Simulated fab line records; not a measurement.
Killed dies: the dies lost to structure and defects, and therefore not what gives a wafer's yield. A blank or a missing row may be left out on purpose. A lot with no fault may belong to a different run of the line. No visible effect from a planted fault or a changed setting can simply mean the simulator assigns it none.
fab line records ; flow sfqLine
record: lots: 14; wafers: 42; lastDay: 91
route steps=325 shown I5@234
lots with no fault: from the same line, run without faults
startH: the number of hours between the record's first day and the start of the first shown wafer of the lot ; waitH: how many hours have passed since the lot's step before this one ; " identical to the entry in the row above ; L1.1+2: several wafers, shown together as one row ; - no value, or no start given ; * or withheld: withheld ; < > ~ a bound
route shown NAME@n: names a module that has steps shown in the file, with the first one's number in the route ; usual: mean/standard deviation taken from wafers without a fault ; same: alike in all rows ; chamber/n: place in a boat ; sites: the reading at each site ; _std_site: the values' standard deviation ; _edge_site: outer sites' mean less inner sites' ; radiusMm: for every site, how far away it sits from the centre of the wafer ; mask NAME#n: copy n ; behind: tool/chamber where the wafer was last shaped ; hold: cause of the lot's hold/its duration in hours/its outcome ; device: names the non-switching transistor (n, p or np) ; end of line: the same wafers' tests at the end of the route ; a step without rows: its recipe alone ; killed: dies that structure and defects cost at the first sort, which is not the same as the wafer's yield ; map: per-die view of a wafer (x killed, . not killed, _ where there is no die)
set.NAME: the run value of the setting; set.NAME@STEP: its run value at that earlier step ; model.NAME: the simulator's own value behind a step, which no gauge read
route steps across a sampled set of lots; one table per step, one row per wafer
== steps ==
step: SFQ_TRILAYER_I5_LITHO_DEVELOP_146
recipe: timeS: 60; resist: KrF
usual: chillPlateTempC: 22.99/0.1; exhaustPa: 45.1/0.81
lot.wafer;tool;chamber;startH;waitH;chillPlateTempC;exhaustPa
L301.2;lithoTrack-03;0;1471.80;0.1;23.01;45.7
L301.4;lithoTrack-03;0;1471.80;0.1;23.04;44.3
L301.5;lithoTrack-03;0;1471.80;0.1;23.00;44.6
L304.4;lithoTrack-01;0;1481.45;0.1;22.92;46.3
L304.5;lithoTrack-01;0;1481.45;0.1;22.91;45.8
L304.6;lithoTrack-01;0;1481.45;0.1;22.99;45.5
L306.3;lithoTrack-04;0;1495.95;0.1;22.88;43.0
L306.4;lithoTrack-04;0;1495.95;0.1;22.85;44.4
L306.6;lithoTrack-04;0;1495.95;0.1;22.88;45.1
L307.2;lithoTrack-04;0;1504.45;0.1;22.79;45.1
L307.4;lithoTrack-04;0;1504.45;0.1;22.80;44.9
L307.6;lithoTrack-04;0;1504.45;0.1;22.94;44.7
L308.3;lithoTrack-01;0;1516.79;0.1;22.97;45.7
L308.4;lithoTrack-01;0;1516.79;0.1;23.24;45.4
L308.6;lithoTrack-01;0;1516.79;0.1;23.03;45.6
L311.1;lithoTrack-04;0;1564.21;0.1;23.06;45.3
L311.2;lithoTrack-04;0;1564.21;0.1;22.94;45.6
L311.4;lithoTrack-04;0;1564.21;0.1;22.88;45.4
L313.3;lithoTrack-04;0;1571.53;0.1;22.88;44.7
L313.5;lithoTrack-04;0;1571.53;0.1;22.97;45.0
L313.6;lithoTrack-04;0;1571.53;0.1;22.93;43.7
L315.1;lithoTrack-04;-;1577.64;0.1;-;-
L315.2;lithoTrack-04;-;1577.64;0.1;-;-
L315.5;lithoTrack-04;-;1577.64;0.1;-;-
L316.2;lithoTrack-01;-;1583.39;0.1;-;-
L316.3;lithoTrack-01;-;1583.39;0.1;-;-
L316.5;lithoTrack-01;-;1583.39;0.1;-;-
L317.3;lithoTrack-04;0;1587.61;0.1;23.05;46.5
L317.4;lithoTrack-04;0;1587.61;0.1;23.19;45.1
L317.6;lithoTrack-04;0;1587.61;0.1;23.05;44.3
L318.1;lithoTrack-01;0;1592.37;0.1;23.02;45.3
L318.4;lithoTrack-01;0;1592.37;0.1;22.99;44.3
L318.6;lithoTrack-01;0;1592.37;0.1;22.91;45.2
L322.2;lithoTrack-03;0;1631.89;0.1;23.00;43.8
L322.3;lithoTrack-03;0;1631.89;0.1;22.88;44.0
L322.4;lithoTrack-03;0;1631.89;0.1;22.77;42.9
L323.1;lithoTrack-04;0;1634.26;0.1;23.00;42.8
L323.5;lithoTrack-04;0;1634.26;0.1;22.94;44.8
L323.6;lithoTrack-04;0;1634.26;0.1;23.10;44.5
L324.2;lithoTrack-04;0;1641.09;0.1;23.11;44.8
L324.3;lithoTrack-04;0;1641.09;0.1;23.08;45.8
L324.5;lithoTrack-04;0;1641.09;0.1;22.88;45.1
== key ==
firstSign: step: SFQ_TRILAYER_I5_LITHO_DEVELOP_146; reading: toolRecord; direction: missing
effect none on later readings
metAt SFQ_TRILAYER_I5_LITHO_DEVELOP_146
struckLots L315,L316
onsetBetween 1571.53 1577.64
fault: kind: skippedStepWhole; tool: lithoTrack-01,lithoTrack-04; chamber: -; onsetH: 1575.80; steps: SFQ_TRILAYER_I5_LITHO_DEVELOP_146; scope: struckLotsOnly
